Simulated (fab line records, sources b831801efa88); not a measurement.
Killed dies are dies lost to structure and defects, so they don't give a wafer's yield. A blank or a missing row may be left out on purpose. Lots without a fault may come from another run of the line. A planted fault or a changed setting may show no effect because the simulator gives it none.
fab line records | flow gf180mcu
record lots=5 wafers=15 last_day=32
route steps=602 shown STI@14 DNWELL@32 NWELL@42
lots that met no fault: from a run of the same line without faults
start_h: hours from the record's first day to the start of the lot's first wafer shown | wait_h: hours since the lot's step before | " the same as in the row above | L1.1+2: a row that stands for several wafers | - no value, or no start given | * or withheld: withheld | < > ~ a bound
route shown NAME@n: a module of which the file shows steps, and the number in the route of the first | usual: mean/standard deviation of fault-free wafers | same: alike in all rows | chamber/n: place in a boat | sites: the reading at each site | _std_site: their standard deviation | _edge_site: outer sites' mean less inner sites' | radius_mm: how far each site lies from the wafer's centre | mask NAME#n: copy n | behind: the tool/chamber that last shaped the wafer | hold: why the lot was held/for how many hours/how that ended | device: the transistor (n, p or np) that didn't switch | end of line: the same wafers' tests at the end of the route | a step without rows: its recipe alone | killed: dies lost to structure and defects at the first sort, not the wafer's yield | map: a wafer's dies, x killed, . not, _ none there
set.NAME: the setting as run; set.NAME@STEP: as run at that earlier step | model.NAME: the simulator's own value behind a step, which no gauge read
lots at some steps of the route; a table a step, a row a wafer
services: from which hour (start_h, from the record's first day; less than 0 if before it) a tool's chamber was out of use, for how many hours, and why
## steps
# step GF_STI_ETCH_13
# recipe chemistry=CHF3/O2 stop_on=Si over_etch_frac=0.3 target_depth_a=2823.1 source_w=600 bias_w=200 pressure_mtorr=40 chf3_flow_sccm=50 O2_flow_sccm=5 time_s=112.9
# usual chf3_flow_sccm=50.01/0.14 drypump_motor_current_A=5.7/0.52 oes_product_au=0.832/0.006 throttle_valve_pct=8.810/0.0094
# columns lot.wafer tool chamber start_h wait_h chf3_flow_sccm drypump_motor_current_A oes_product_au rf_hours_counter_h throttle_valve_pct
L075.4 rie_diel-01 3 29.81 0.0 50.08 5.4 0.826 4 8.807
L075.5 " 3 " " 49.76 5.3 0.837 - 8.818
L075.6 " 0 " " 50.14 5.3 0.829 - 8.816
L078.2 rie_diel-01 0 47.02 0.1 49.90 5.3 0.809 27 8.809
L078.3 " 1 " " 50.26 5.4 0.827 37 8.798
L078.4 " 3 " " 49.85 5.4 0.825 4 8.834
L079.1 rie_diel-01 0 51.06 0.1 50.16 5.3 0.832 27 8.799
L079.2 " 3 " " 50.09 5.3 0.834 4 8.822
L079.3 " 2 " " 50.07 5.4 0.834 42 8.816
L084.2 rie_diel-03 2 76.86 0.1 49.94 6.4 0.832 117 8.822
L084.3 " 0 " " 50.13 5.7 0.835 169 8.823
L084.5 " 2 " " 49.95 6.4 0.837 - 8.818
L088.1 rie_diel-03 2 99.96 0.1 50.25 6.4 0.840 118 8.805
L088.2 " 3 " " 50.10 6.4 0.837 148 8.802
L088.4 " 2 " " 49.83 6.4 0.827 - 8.812
# step GF_STI_ETCH_14
# recipe target=Si chemistry=HBr/Cl2/O2 target_depth_nm=360 icp_w=600 bias_w=150 pressure_mtorr=15 HBr_flow_sccm=150 Cl2_flow_sccm=40 O2_flow_sccm=6 time_s=102.9
# usual drypump_motor_current_A=5.7/0.52 oes_product_au=1.003/0.011 throttle_valve_pct=25.654/0.011
# columns lot.wafer tool chamber start_h wait_h drypump_motor_current_A oes_product_au rf_hours_counter_h throttle_valve_pct
L075.4 rie_si-02 0 29.93 0.1 5.0 0.998 - 25.655
L075.5 " 2 " " 5.6 1.002 - 25.657
L075.6 " 1 " " 4.9 1.009 - 25.642
L078.2 rie_si-02 0 47.09 0.0 5.0 1.005 3 25.666
L078.3 " 0 " " 4.9 1.004 - 25.645
L078.4 " 3 " " 6.6 0.989 - 25.660
L079.1 rie_si-01 1 51.14 0.0 5.9 1.016 139 25.653
L079.2 " 0 " " 6.3 1.015 123 25.634
L079.3 " 2 " " 5.8 0.998 15 25.659
L084.2 rie_si-02 3 76.94 0.0 6.6 0.984 108 25.660
L084.3 " 0 " " 5.0 0.990 4 25.671
L084.5 " 1 " " 4.9 0.993 - 25.649
L088.1 rie_si-01 2 100.04 0.0 5.8 1.008 16 25.658
L088.2 " 0 " " 6.3 1.018 123 25.635
L088.4 " 2 " " 5.8 1.005 - 25.648
# step GF_STI_STRIP_15
# recipe chemistry=O2/N2 power_w=1400 pressure_mtorr=1500 platen_temp_c=250 o2_flow_sccm=3000 n2_flow_sccm=300 overash_fraction=0.5
# usual drypump_motor_current_A=5.4/0.61 heater_power_w=342/33 oes_product_au=0.383/0.0052 strip_time_to_endpoint_s=3.72/0.051
# columns lot.wafer tool chamber start_h wait_h drypump_motor_current_A heater_power_w oes_product_au rf_hours_counter_h strip_time_to_endpoint_s
L075.4 plasma_asher-04 0 30.00 0.0 5.0 288 0.382 - 3.73
L075.5 " 0 " " 5.0 279 0.392 - 3.76
L075.6 " 1 " " 6.5 330 0.383 - 3.75
L078.2 plasma_asher-04 1 47.21 0.1 6.5 335 0.386 25 3.74
L078.3 " 1 " " 6.5 338 0.381 - 3.73
L078.4 " 0 " " 5.0 278 0.387 - 3.74
L079.1 plasma_asher-03 1 51.22 0.0 5.1 389 0.378 37 3.66
L079.2 " 0 " " 5.0 339 0.379 37 3.62
L079.3 " 0 " " 5.0 330 0.386 - 3.76
L084.2 plasma_asher-01 1 77.02 0.0 6.1 358 0.382 45 3.78
L084.3 " 1 " " 6.1 355 0.386 - 3.72
L084.5 " 0 " " 4.9 340 0.389 - 3.78
L088.1 plasma_asher-03 1 100.12 0.0 5.1 387 0.387 42 3.72
L088.2 " 0 " " 5.0 340 0.386 42 3.74
L088.4 " 0 " " 5.0 342 0.380 - 3.75
# step GF_STI_CLEAN_16
# recipe chemistry=dHF time_s=25 dilution=100:1
# columns lot.wafer tool chamber start_h wait_h
L075.4+5+6 wet_bench-03 3 30.07 0.0
L078.2+3+4 wet_bench-04 1 47.31 0.1
L079.1+2+3 wet_bench-04 2 51.32 0.1
L084.2+3+5 wet_bench-03 1 77.12 0.1
L088.1+2+4 wet_bench-04 1 100.22 0.1
# step GF_STI_WET_ETCH_17
# recipe chemistry=H3PO4 target_depth_nm=45 temp_c=160 target=Si3N4 time_s=514
# columns lot.wafer tool chamber start_h wait_h
L075.4+5+6 wet_bench-04 0 30.10 0.0
L078.2+3+4 wet_bench-03 1 47.32 0.0
L079.1+2+3 wet_bench-01 3 51.33 0.0
L084.2+3+5 wet_bench-04 3 77.13 0.0
L088.1+2+4 wet_bench-01 2 100.23 0.0
# step GF_STI_CLEAN_18
# recipe chemistry=SC1/SC2 mix=1:4:20 temp_c=70 time_s=150
# columns lot.wafer tool chamber start_h wait_h
L075.4+5+6 wet_bench-03 1 30.27 0.0
L078.2+3+4 wet_bench-01 0 47.47 0.0
L079.1+2+3 wet_bench-04 2 51.64 0.0
L084.2+3+5 wet_bench-01 3 77.31 0.0
L088.1+2+4 wet_bench-03 2 100.41 0.0
# step GF_STI_CLEAN_19
# recipe chemistry=dHF time_s=20 dilution=100:1
# columns lot.wafer tool chamber start_h wait_h
L075.4+5+6 wet_bench-04 3 30.38 0.0
L078.2+3+4 wet_bench-03 2 47.52 0.0
L079.1+2+3 wet_bench-01 1 51.69 0.0
L084.2+3+5 wet_bench-03 0 77.36 0.0
L088.1+2+4 wet_bench-04 0 100.46 0.0
# step GF_STI_WET_ETCH_20
# recipe chemistry=dHF dilution=100:1 target_depth_nm=20 temp_c=25 dry=ipa_marangoni target=SiO2 time_s=400
# columns lot.wafer tool chamber start_h wait_h
L075.4+5+6 wet_bench-03 3 30.39 0.0
L078.2+3+4 wet_bench-01 2 47.54 0.0
L079.1+2+3 wet_bench-03 3 51.72 0.0
L084.2+3+5 wet_bench-04 3 77.38 0.0
L088.1+2+4 wet_bench-01 2 100.48 0.0
# step GF_STI_OXIDATION_21
# recipe temp_c=1000 ambient=O2 stabilise_s=600 purge_s=300 target_thk_a=150 ox_time_s=458
# usual spike_tc_top_C=1005.9/1
# columns lot.wafer tool chamber start_h wait_h spike_tc_top_C
L075.4 furnace-01 0 32.92 2.3 1005.5
L075.5 " 0 " " 1005.1
L075.6 " 0 " " 1008.2
L078.2 furnace-01 0 47.66 0.0 1008.3
L078.3 " 0 " " 1004.8
L078.4 " 0 " " 1007.6
L079.1 furnace-01 0 51.84 0.0 1007.1
L079.2 " 0 " " 1005.0
L079.3 " 0 " " 1006.6
L084.2 furnace-02 0 81.60 4.1 1005.0
L084.3 " 0 " " 1005.6
L084.5 " 0 " " 1006.4
L088.1 furnace-01 0 102.27 1.6 1006.2
L088.2 " 0 " " 1007.7
L088.4 " 0 " " 1005.7
# step GF_STI_THK_MEAS_22
# recipe reads=SiO2_of_STI_OXIDATION_21
# usual STI_OXIDATION_01_THK=14.8/0.31
# columns lot.wafer tool chamber start_h wait_h STI_OXIDATION_01_THK[nm]
L075.4 film_metro-02 - 34.08 0.0 14.8
L075.5 " - " " 15.0
L075.6 " - " " 14.7
L078.2 film_metro-01 - 48.79 0.0 14.8
L078.3 " - " " 15.0
L078.4 " - " " 14.8
L079.1 film_metro-03 - 52.97 0.0 15.0
L079.2 " - " " 15.0
L079.3 " - " " 14.9
L084.2 film_metro-02 - 82.74 0.0 14.9
L084.3 " - " " 14.8
L084.5 " - " " 14.9
L088.1 film_metro-01 - 103.40 0.0 15.0
L088.2 " - " " 15.1
L088.4 " - " " 15.3
# step GF_STI_CVD_23
# recipe material=SiO2 target_thk_nm=650 sigma_open_frac=0.3 time_s=108.3 temp_c=600 sih4_flow_sccm=60 pressure_mtorr=6
# columns lot.wafer tool chamber start_h wait_h
L075.4+5+6 hdpcvd-02 0,2,1 34.15 0.1
L078.2+3+4 hdpcvd-01 1,0,1 48.84 0.0
L079.1+2+3 hdpcvd-02 2,0,1 53.03 0.1
L084.2+3+5 hdpcvd-01 0,1,2 82.79 0.0
L088.1+2+4 hdpcvd-01 0,2,0 103.46 0.1
# step GF_STI_THK_MEAS_24
# recipe reads=SiO2_of_STI_CVD_23
# usual STI_CVD_23_THK=654/6
# columns lot.wafer tool chamber start_h wait_h STI_CVD_23_THK[nm]
L075.4 film_metro-01 - 34.21 0.0 655
L075.5 " - " " 654
L075.6 " - " " 655
L078.2 film_metro-03 - 48.93 0.0 664
L078.3 " - " " 653
L078.4 " - " " 656
L079.1 film_metro-02 - 53.10 0.0 658
L079.2 " - " " 651
L079.3 " - " " 655
L084.2 film_metro-02 - 82.88 0.0 639
L084.3 " - " " 660
L084.5 " - " " 654
L088.1 film_metro-03 - 103.53 0.0 651
L088.2 " - " " 655
L088.4 " - " " 647
# step GF_STI_CMP_25
# recipe stop_on=Si3N4 t_overpolish_s=33 down_force_psi=4 platen_rpm=60 target_thk_nm=524.6 pad_velocity_m_s=0.94248
# usual edge_zone_pressure_frac=1.000/0.005 motor_current_A=12.3/0.98 overpolish_run_s=32.999/0.0088 platen_rpm=60.00/0.042 time_to_endpoint_s=128/5.3
# columns lot.wafer tool chamber start_h wait_h edge_zone_pressure_frac motor_current_A overpolish_run_s platen_rpm time_to_endpoint_s
L075.4 cmp-02 2 34.29 0.1 1.001 11.0 33.007 60.03 138
L075.5 " 1 " " 1.000 14.1 33.005 59.98 134
L075.6 " 2 " " 1.002 10.7 33.011 60.01 137
L078.4 cmp-01 3 49.25 0.3 1.000 13.1 32.991 59.98 128
L078.2 " 0 " " 1.004 12.3 32.997 60.02 132
L078.3 " 2 " " 1.002 12.5 33.012 59.96 129
L079.2 cmp-02 1 53.16 0.0 0.997 14.5 32.986 60.14 127
L079.3 " 2 " " 0.996 11.1 33.003 60.06 137
L079.1 " 3 " " 1.004 12.7 32.990 59.94 124
L084.2 cmp-01 1 83.20 0.3 1.012 11.9 32.983 60.05 123
L084.3 " 3 " " 0.992 12.9 33.011 59.98 128
L084.5 " 1 " " 1.009 12.7 33.008 60.00 128
L088.2 cmp-01 1 103.59 0.0 1.008 12.7 33.019 60.04 124
L088.1 " 2 " " 0.991 12.7 32.999 59.99 127
L088.4 " 3 " " 1.006 14.0 32.995 60.00 125
# step GF_STI_WET_ETCH_26
# recipe chemistry=dHF target_depth_nm=94 target=SiO2 temp_c=25 dilution=10:1 time_s=188
# columns lot.wafer tool chamber start_h wait_h
L075.4+5+6 wet_bench-01 2 34.54 0.2
L078.2+3+4 wet_bench-01 1 49.55 0.2
L079.1+2+3 wet_bench-03 3 53.46 0.1
L084.2+3+5 wet_bench-03 2 83.47 0.2
L088.1+2+4 wet_bench-03 2 103.89 0.2
# step GF_STI_WET_ETCH_27
# recipe chemistry=H3PO4 target_depth_nm=160 target=Si3N4 temp_c=160 time_s=1825
# columns lot.wafer tool chamber start_h wait_h
L075.4+5+6 wet_bench-04 3 34.61 0.0
L078.2+3+4 wet_bench-04 2 49.61 0.0
L079.1+2+3 wet_bench-01 2 53.52 0.0
L084.2+3+5 wet_bench-04 2 83.54 0.0
L088.1+2+4 wet_bench-04 3 103.96 0.0
# step GF_STI_WET_ETCH_28
# recipe chemistry=dHF target_depth_nm=20 dry=ipa_marangoni target=SiO2 temp_c=25 dilution=10:1 time_s=40
# columns lot.wafer tool chamber start_h wait_h
L075.4+5+6 wet_bench-04 3 35.17 0.0
L078.2+3+4 wet_bench-01 1 50.18 0.0
L079.1+2+3 wet_bench-04 0 54.55 0.0
L084.2+3+5 wet_bench-01 2 84.10 0.0
L088.1+2+4 wet_bench-01 3 104.52 0.0
# step GF_STI_OXIDATION_29
# recipe temp_c=900 ambient=O2 stabilise_s=600 purge_s=300 target_thk_a=100 ox_time_s=1418
# usual spike_tc_top_C=907.2/1.2
# columns lot.wafer tool chamber start_h wait_h spike_tc_top_C
L075.4 furnace-01 0 36.41 1.2 910.1
L075.5 " 0 " " 907.4
L075.6 " 0 " " 908.4
L078.2 furnace-02 0 50.32 0.1 907.0
L078.3 " 0 " " 905.3
L078.4 " 0 " " 905.9
L079.1 furnace-02 0 55.65 1.1 905.8
L079.2 " 0 " " 905.6
L079.3 " 0 " " 905.6
L084.2 furnace-01 0 84.16 0.0 908.0
L084.3 " 0 " " 908.4
L084.5 " 0 " " 907.7
L088.1 furnace-01 0 104.54 0.0 908.7
L088.2 " 0 " " 907.7
L088.4 " 0 " " 907.3
# step GF_STI_THK_MEAS_30
# recipe reads=SiO2_of_STI_OXIDATION_29
# usual STI_OXIDATION_02_THK=9.88/0.17
# columns lot.wafer tool chamber start_h wait_h STI_OXIDATION_02_THK[nm]
L075.4 film_metro-03 - 37.83 0.0 9.77
L075.5 " - " " 9.82
L075.6 " - " " 9.72
L078.2 film_metro-03 - 51.72 0.0 9.87
L078.3 " - " " 9.82
L078.4 " - " " 9.81
L079.1 film_metro-01 - 57.04 0.0 9.65
L079.2 " - " " 9.60
L079.3 " - " " 9.57
L084.2 film_metro-03 - 85.56 0.0 9.89
L084.3 " - " " 9.65
L084.5 " - " " 9.92
L088.1 film_metro-02 - 105.94 0.0 10.31
L088.2 " - " " 10.19
L088.4 " - " " 10.24
# step GF_DNWELL_DEHYDRATE_00
# recipe temp_c=200 time_s=60
# usual plate_temp_C=200.01/0.16
# columns lot.wafer tool chamber start_h wait_h plate_temp_C
L075.4 litho_track-02 0 43.17 5.3 200.11
L075.5 " 0 " " 199.94
L075.6 " 0 " " 199.84
L078.2 litho_track-01 0 57.37 5.6 200.28
L078.3 " 0 " " 200.05
L078.4 " 0 " " 199.97
L079.1 litho_track-01 0 63.10 6.0 199.95
L079.2 " 0 " " 199.87
L079.3 " 0 " " 199.83
L084.2 litho_track-01 0 91.32 5.7 200.06
L084.3 " 0 " " 200.01
L084.5 " 0 " " 200.09
L088.1 litho_track-01 0 112.64 6.7 199.96
L088.2 " 0 " " 199.66
L088.4 " 0 " " 199.73
# step GF_DNWELL_HMDS_01
# recipe prime_time_s=60 prime_temp_c=120
# columns lot.wafer tool chamber start_h wait_h
L075.4+5+6 litho_track-02 0 43.32 0.1
L078.2+3+4 litho_track-01 0 57.52 0.1
L079.1+2+3 litho_track-01 0 63.25 0.1
L084.2+3+5 litho_track-01 0 91.47 0.1
L088.1+2+4 litho_track-01 0 112.79 0.1
# step GF_DNWELL_COAT_02
# recipe spin_rpm=2000 resist_thk_nm=3000
# columns lot.wafer tool chamber start_h wait_h
L075.4+5+6 litho_track-02 0 43.47 0.1
L078.2+3+4 litho_track-01 0 57.67 0.1
L079.1+2+3 litho_track-01 0 63.40 0.1
L084.2+3+5 litho_track-01 0 91.62 0.1
L088.1+2+4 litho_track-01 0 112.94 0.1
# step GF_DNWELL_SOFTBAKE_03
# recipe temp_c=110 time_s=withheld
# usual plate_temp_C=110.03/0.14
# columns lot.wafer tool chamber start_h wait_h plate_temp_C
L075.4 litho_track-02 0 43.64 0.1 109.89
L075.5 " 0 " " 109.97
L075.6 " 0 " " 109.72
L078.2 litho_track-01 0 57.83 0.1 110.00
L078.3 " 0 " " 110.18
L078.4 " 0 " " 110.06
L079.1 litho_track-01 0 63.55 0.1 110.09
L079.2 " 0 " " 110.06
L079.3 " 0 " " 109.98
L084.2 litho_track-01 0 91.78 0.1 110.15
L084.3 " 0 " " 109.94
L084.5 " 0 " " 109.93
L088.1 litho_track-01 0 113.09 0.1 110.10
L088.2 " 0 " " 110.02
L088.4 " 0 " " 110.02
# step GF_DNWELL_EXPOSE_04
# recipe mask_id=DNWELL target_cd_nm=1700 na=0.6 source_shape=conventional sigma_outer=0.6 dose_mj=260
# same sigma_outer=0.6
# columns lot.wafer tool chamber start_h wait_h mask
L075.4+5+6 iline_stepper-02 0 - - DNWELL#0
L078.2+3+4 iline_stepper-02 0 - - DNWELL#0
L079.1+2+3 iline_stepper-02 0 - - DNWELL#0
L084.2+3+5 iline_stepper-01 0 - - DNWELL#0
L088.1+2+4 iline_stepper-01 0 - - DNWELL#0
# step GF_DNWELL_PEB_05
# recipe temp_c=115 time_s=withheld
# usual plate_temp_C=115.00/0.14
# columns lot.wafer tool chamber start_h wait_h plate_temp_C
L075.4 litho_track-04 0 - - 114.94
L075.5 " 0 " " 114.81
L075.6 " 0 " " 114.74
L078.2 litho_track-02 0 - - 115.25
L078.3 " 0 " " 115.11
L078.4 " 0 " " 115.25
L079.1 litho_track-04 0 - - 114.96
L079.2 " 0 " " 114.94
L079.3 " 0 " " 114.88
L084.2 litho_track-01 0 - - 115.17
L084.3 " 0 " " 115.26
L084.5 " 0 " " 115.29
L088.1 litho_track-04 0 - - 115.01
L088.2 " 0 " " 115.28
L088.4 " 0 " " 115.06
# step GF_DNWELL_DEVELOP_06
# recipe wall_angle_deg=90 develop_time_s=60 dev_temp_c=23
# columns lot.wafer tool chamber start_h wait_h
L075.4+5+6 litho_track-04 0 - -
L078.2+3+4 litho_track-02 0 - -
L079.1+2+3 litho_track-04 0 - -
L084.2+3+5 litho_track-01 0 - -
L088.1+2+4 litho_track-04 0 - -
# step GF_DNWELL_IMPLANT_07
# recipe species=P energy_kev=1500 dose_cm2=1e+13 tilt_deg=0
# columns lot.wafer tool chamber start_h wait_h
L075.4+5+6 implanter-04 0 50.21 -
L078.2+3+4 implanter-03 0 64.77 -
L079.1+2+3 implanter-03 0 69.68 -
L084.2+3+5 implanter-04 0 98.92 -
L088.1+2+4 implanter-04 0 120.63 -
# step GF_DNWELL_STRIP_08
# recipe chemistry=O2/N2 power_w=1400 pressure_mtorr=1500 platen_temp_c=250 o2_flow_sccm=3000 n2_flow_sccm=300 overash_fraction=0.5
# usual drypump_motor_current_A=5.3/0.42 heater_power_w=348/24 oes_product_au=0.723/0.0041 strip_time_to_endpoint_s=36.97/0.093
# columns lot.wafer tool chamber start_h wait_h drypump_motor_current_A heater_power_w oes_product_au rf_hours_counter_h strip_time_to_endpoint_s
L075.4 plasma_asher-03 0 50.31 0.1 5.0 327 0.724 - 37.06
L075.5 " 1 " " 5.1 389 0.726 - 37.03
L075.6 " 0 " " 5.0 336 0.725 - 36.97
L078.2 plasma_asher-01 1 64.89 0.1 6.1 349 0.721 44 36.72
L078.3 " 1 " " 6.1 362 0.719 - 36.88
L078.4 " 0 " " 4.9 345 0.726 - 36.92
L079.1 plasma_asher-02 1 69.83 0.1 5.1 312 0.725 40 36.87
L079.2 " 0 " " 5.6 345 0.731 40 36.84
L079.3 " 0 " " 5.6 336 0.731 - 36.94
L084.2 plasma_asher-03 0 99.05 0.1 5.0 339 0.729 41 36.94
L084.3 " 0 " " 5.0 337 0.725 - 36.82
L084.5 " 1 " " 5.0 381 0.718 - 37.04
L088.1 plasma_asher-01 1 120.78 0.1 6.1 360 0.722 0 36.91
L088.2 " 0 " " 4.9 340 0.718 0 36.92
L088.4 " 0 " " 4.9 342 0.722 - 36.94
# step GF_DNWELL_TW_MEAS_09
# usual DNWELL_TW=1344/11
# columns lot.wafer tool chamber start_h wait_h DNWELL_TW
L075.4 film_metro-01 - 50.41 0.1 1348
L075.5 " - " " 1346
L075.6 " - " " 1350
L078.2 film_metro-01 - 65.00 0.1 1345
L078.3 " - " " 1343
L078.4 " - " " 1347
L079.1 film_metro-02 - 69.93 0.1 1347
L079.2 " - " " 1340
L079.3 " - " " 1352
L084.2 film_metro-02 - 99.16 0.1 1324
L084.3 " - " " 1334
L084.5 " - " " 1320
L088.1 film_metro-02 - 120.88 0.1 1338
L088.2 " - " " 1338
L088.4 " - " " 1341
# step GF_NWELL_DEHYDRATE_00
# recipe temp_c=200 time_s=60
# usual plate_temp_C=200.02/0.17
# columns lot.wafer tool chamber start_h wait_h plate_temp_C
L075.4 litho_track-01 0 55.87 5.4 200.02
L075.5 " 0 " " 200.02
L075.6 " 0 " " 200.03
L078.2 litho_track-04 0 70.61 5.6 200.17
L078.3 " 0 " " 200.13
L078.4 " 0 " " 200.04
L079.1 litho_track-04 0 75.83 5.9 199.91
L079.2 " 0 " " 199.95
L079.3 " 0 " " 199.96
L084.2 litho_track-03 0 106.22 7.1 200.03
L084.3 " 0 " " 200.12
L084.5 " 0 " " 199.88
L088.1 litho_track-01 0 128.59 7.7 200.17
L088.2 " 0 " " 200.00
L088.4 " 0 " " 200.16
# step GF_NWELL_HMDS_01
# recipe prime_time_s=60 prime_temp_c=120
# columns lot.wafer tool chamber start_h wait_h
L075.4+5+6 litho_track-01 0 56.02 0.1
L078.2+3+4 litho_track-04 0 70.76 0.1
L079.1+2+3 litho_track-04 0 75.98 0.1
L084.2+3+5 litho_track-03 0 106.37 0.1
L088.1+2+4 litho_track-01 0 128.74 0.1
# step GF_NWELL_COAT_02
# recipe spin_rpm=2000 resist_thk_nm=3000
# columns lot.wafer tool chamber start_h wait_h
L075.4+5+6 litho_track-01 0 56.17 0.1
L078.2+3+4 litho_track-04 0 70.91 0.1
L079.1+2+3 litho_track-04 0 76.13 0.1
L084.2+3+5 litho_track-03 0 106.52 0.1
L088.1+2+4 litho_track-01 0 128.89 0.1
# step GF_NWELL_SOFTBAKE_03
# recipe temp_c=110 time_s=withheld
# usual plate_temp_C=109.99/0.13
# columns lot.wafer tool chamber start_h wait_h plate_temp_C
L075.4 litho_track-01 0 56.35 0.1 109.99
L075.5 " 0 " " 110.17
L075.6 " 0 " " 110.13
L078.2 litho_track-04 0 71.06 0.1 109.96
L078.3 " 0 " " 110.15
L078.4 " 0 " " 110.06
L079.1 litho_track-04 0 76.28 0.1 110.22
L079.2 " 0 " " 110.13
L079.3 " 0 " " 110.28
L084.2 litho_track-03 0 106.68 0.1 109.93
L084.3 " 0 " " 109.91
L084.5 " 0 " " 110.12
L088.1 litho_track-01 0 129.04 0.1 109.95
L088.2 " 0 " " 110.04
L088.4 " 0 " " 110.22
# step GF_NWELL_EXPOSE_04
# recipe mask_id=Nwell target_cd_nm=860 na=0.6 source_shape=conventional sigma_outer=0.6 dose_mj=260
# same sigma_outer=0.6
# columns lot.wafer tool chamber start_h wait_h mask
L075.4+5+6 iline_stepper-02 0 - - Nwell#0
L078.2+3+4 iline_stepper-02 0 - - Nwell#0
L079.1+2+3 iline_stepper-02 0 - - Nwell#0
L084.2+3+5 iline_stepper-02 0 - - Nwell#0
L088.1+2+4 iline_stepper-02 0 - - Nwell#0
# step GF_NWELL_PEB_05
# recipe temp_c=115 time_s=withheld
# usual plate_temp_C=114.98/0.13
# columns lot.wafer tool chamber start_h wait_h plate_temp_C
L075.4 litho_track-01 0 - - 115.06
L075.5 " 0 " " 115.05
L075.6 " 0 " " 114.92
L078.2 litho_track-04 0 - - 115.12
L078.3 " 0 " " 115.25
L078.4 " 0 " " 115.26
L079.1 litho_track-04 0 - - 114.81
L079.2 " 0 " " 115.06
L079.3 " 0 " " 114.94
L084.2 litho_track-04 0 - - 114.80
L084.3 " 0 " " 115.21
L084.5 " 0 " " 114.84
L088.1 litho_track-01 0 - - 114.80
L088.2 " 0 " " 114.71
L088.4 " 0 " " 114.76
# step GF_NWELL_DEVELOP_06
# recipe wall_angle_deg=90 develop_time_s=60 dev_temp_c=23
# columns lot.wafer tool chamber start_h wait_h
L075.4+5+6 litho_track-01 0 - -
L078.2+3+4 litho_track-04 0 - -
L079.1+2+3 litho_track-04 0 - -
L084.2+3+5 litho_track-04 0 - -
L088.1+2+4 litho_track-01 0 - -
# step GF_NWELL_OVL_MEAS_07
# usual NWELL_OVL=-0.2/1.2
# columns lot.wafer tool chamber start_h wait_h NWELL_OVL[nm]
L075.4 overlay-02 - 63.11 - -0.4
L075.5 " - " " 0.0
L075.6 " - " " 0.6
L078.2 overlay-01 - 77.49 - -0.8
L078.3 " - " " -1.0
L078.4 " - " " -1.7
L079.1 overlay-01 - 82.43 - -2.5
L079.2 " - " " -0.9
L079.3 " - " " -0.9
L084.2 overlay-02 - 113.99 - 0.9
L084.3 " - " " 0.7
L084.5 " - " " -1.0
L088.1 overlay-01 - 136.39 - -2.3
L088.2 " - " " -0.3
L088.4 " - " " 1.7
# step GF_NWELL_IMPLANT_08
# recipe species=P energy_kev=450 dose_cm2=1.5e+13 tilt_deg=0
# columns lot.wafer tool chamber start_h wait_h
L075.4+5+6 implanter-03 0 63.21 0.1
L078.2+3+4 implanter-03 0 77.54 0.0
L079.1+2+3 implanter-02 0 82.47 0.0
L084.2+3+5 implanter-01 0 114.04 0.0
L088.1+2+4 implanter-01 0 136.43 0.0
# step GF_NWELL_IMPLANT_09
# recipe species=P energy_kev=160 dose_cm2=4e+12 tilt_deg=0
# columns lot.wafer tool chamber start_h wait_h
L075.4+5+6 implanter-03 0 63.36 0.1
L078.2+3+4 implanter-03 0 77.69 0.1
L079.1+2+3 implanter-02 0 82.62 0.1
L084.2+3+5 implanter-01 0 114.19 0.1
L088.1+2+4 implanter-01 0 136.58 0.1
# step GF_NWELL_STRIP_10
# recipe chemistry=O2/N2 power_w=1400 pressure_mtorr=1500 platen_temp_c=250 o2_flow_sccm=3000 n2_flow_sccm=300 overash_fraction=0.5
# usual drypump_motor_current_A=5.5/0.57 heater_power_w=325/24 oes_product_au=0.723/0.0048 strip_time_to_endpoint_s=36.98/0.11
# columns lot.wafer tool chamber start_h wait_h drypump_motor_current_A heater_power_w oes_product_au rf_hours_counter_h strip_time_to_endpoint_s
L075.4 plasma_asher-04 0 63.46 0.1 5.0 278 0.718 - 36.94
L075.5 " 0 " " 5.0 287 0.726 - 36.88
L075.6 " 1 " " 6.5 339 0.723 - 36.92
L078.2 plasma_asher-01 1 77.82 0.1 6.1 345 0.727 45 37.01
L078.3 " 1 " " 6.1 360 0.728 - 36.93
L078.4 " 0 " " 4.9 347 0.723 - 37.02
L079.1 plasma_asher-02 0 82.77 0.1 5.6 335 0.723 41 36.87
L079.2 " 1 " " 5.1 312 0.719 41 37.05
L079.3 " 0 " " 5.7 338 0.729 - 37.09
L084.2 plasma_asher-04 1 114.32 0.1 6.5 326 0.724 32 36.77
L084.3 " 0 " " 5.0 281 0.718 - 36.81
L084.5 " 0 " " 5.0 277 0.719 - 36.79
L088.1 plasma_asher-01 0 136.73 0.1 4.9 342 0.728 2 37.14
L088.2 " 1 " " 6.1 346 0.721 2 37.07
L088.4 " 1 " " 6.1 346 0.715 - 37.14
# step GF_NWELL_TW_MEAS_11
# usual NWELL_TW=1561/13
# columns lot.wafer tool chamber start_h wait_h NWELL_TW
L075.4 film_metro-02 - 63.56 0.1 1567
L075.5 " - " " 1561
L075.6 " - " " 1567
L078.2 film_metro-04 - 77.93 0.1 1549
L078.3 " - " " 1548
L078.4 " - " " 1552
L079.1 film_metro-04 - 82.87 0.1 1552
L079.2 " - " " 1543
L079.3 " - " " 1543
L084.2 film_metro-02 - 114.43 0.1 1551
L084.3 " - " " 1554
L084.5 " - " " 1547
L088.1 film_metro-02 - 136.83 0.1 1572
L088.2 " - " " 1569
L088.4 " - " " 1556
## services
# columns tool chamber start_h hours kind
wet_bench-01 - 7.64 1.9 pm
plasma_asher-03 - 13.09 31.7 repair
implanter-03 - 13.50 2.5 repair
rie_diel-01 - 14.38 1.1 repair
hdpcvd-01 - 16.78 0.6 repair
rie_diel-01 - 25.21 0.3 repair
implanter-01 - 25.23 6.5 repair
wet_bench-01 - 26.72 7.5 repair
rie_si-02 3 29.17 1.9 repair
rie_diel-01 - 30.33 0.3 repair
plasma_asher-04 - 31.51 5.5 repair
hdpcvd-01 - 35.09 2.4 repair
rie_si-02 2 38.74 21.6 repair
furnace-02 - 40.30 4.2 pm
rie_si-02 1 44.52 5.1 repair
cmp-01 - 55.95 1.9 repair
implanter-04 - 58.90 4.1 pm
furnace-01 - 62.83 14.4 pm
rie_si-02 2 78.83 3.8 repair
iline_stepper-02 - 90.29 1.7 pm
cmp-01 - 95.85 2.6 repair
rie_diel-01 1 106.75 2.4 repair
plasma_asher-01 - 108.75 9.0 pm
implanter-03 - 131.60 0.9 repair
## key
fault none
